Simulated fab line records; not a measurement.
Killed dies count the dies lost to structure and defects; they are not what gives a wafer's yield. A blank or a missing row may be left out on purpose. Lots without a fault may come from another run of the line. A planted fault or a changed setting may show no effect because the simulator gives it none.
What tool caused it? | flow gf180mcu | 21 wafers from 7 lots sampled at 2 of the route's 602 steps

WHAT THE GAUGES SHOWED, per wafer
GF_DNWELL_TW_MEAS_09.
lot  | measured    | on            | DNWELL_TW
L138 | day 3 04:52 | film_metro-03 | 1348 1356 1356
L140 | day 3 14:54 | film_metro-03 | 1361 1366 1355
L143 | day 4 07:43 | film_metro-04 | 31 31 31 31 31 31
L153 | day 6 13:55 | film_metro-02 | 1359 1360 1359
L155 | day 7 01:45 | film_metro-04 | 1344 1343 1349
L157 | day 7 09:57 | film_metro-02 | 1345 1347 1349
L159 | day 7 19:43 | film_metro-04 | 1344 1346 1339

TOOL THAT RAN EACH LOT (tool first, then ch and the chambers of the sampled wafers, then the start)
lot  | GF_DNWELL_EXPOSE_04
L138 | iline_stepper-01 ch 0, day 2 22:41
L140 | iline_stepper-01 ch 0, day 3 08:16
L143 | iline_stepper-02, day 4 01:19
L153 | iline_stepper-01 ch 0, day 6 06:25
L155 | iline_stepper-02 ch 0, day 6 17:57
L157 | iline_stepper-01 ch 0, day 7 01:31
L159 | iline_stepper-02 ch 0, day 7 12:05
- GF_DNWELL_EXPOSE_04: exposes mask DNWELL, target cd 1700 nm.

THE ANSWER, worked out from the rows above alone
Rule: the lots themselves supply what counts as usual. The widest of any qualifying gaps counts: lots, ordered by their means at a reading, are off when they make up no more than a third of the lots, leave a main group of 4 or more, and stand apart from it by 3 or more times the standard deviation of that group's means. The tables above print the reading to a certain number of digits; a main group whose means all agree to those digits is not used. A lot without any number at a reading at which 4 lots or more have one is off too. The other lots that the step has rows for count as sound.
Off: L143, seen at GF_DNWELL_TW_MEAS_09 (DNWELL_TW). Mean 1351 and standard deviation 6.8 in the main group.
If a tool, at a process step before that reading, ran all the lots that are off and no sound lot after the first of them, it fits. Those tools and the gauges at GF_DNWELL_TW_MEAS_09 are tried in the same way. None of those tried fits.

WHAT THE SIMULATOR HAD PUT IN
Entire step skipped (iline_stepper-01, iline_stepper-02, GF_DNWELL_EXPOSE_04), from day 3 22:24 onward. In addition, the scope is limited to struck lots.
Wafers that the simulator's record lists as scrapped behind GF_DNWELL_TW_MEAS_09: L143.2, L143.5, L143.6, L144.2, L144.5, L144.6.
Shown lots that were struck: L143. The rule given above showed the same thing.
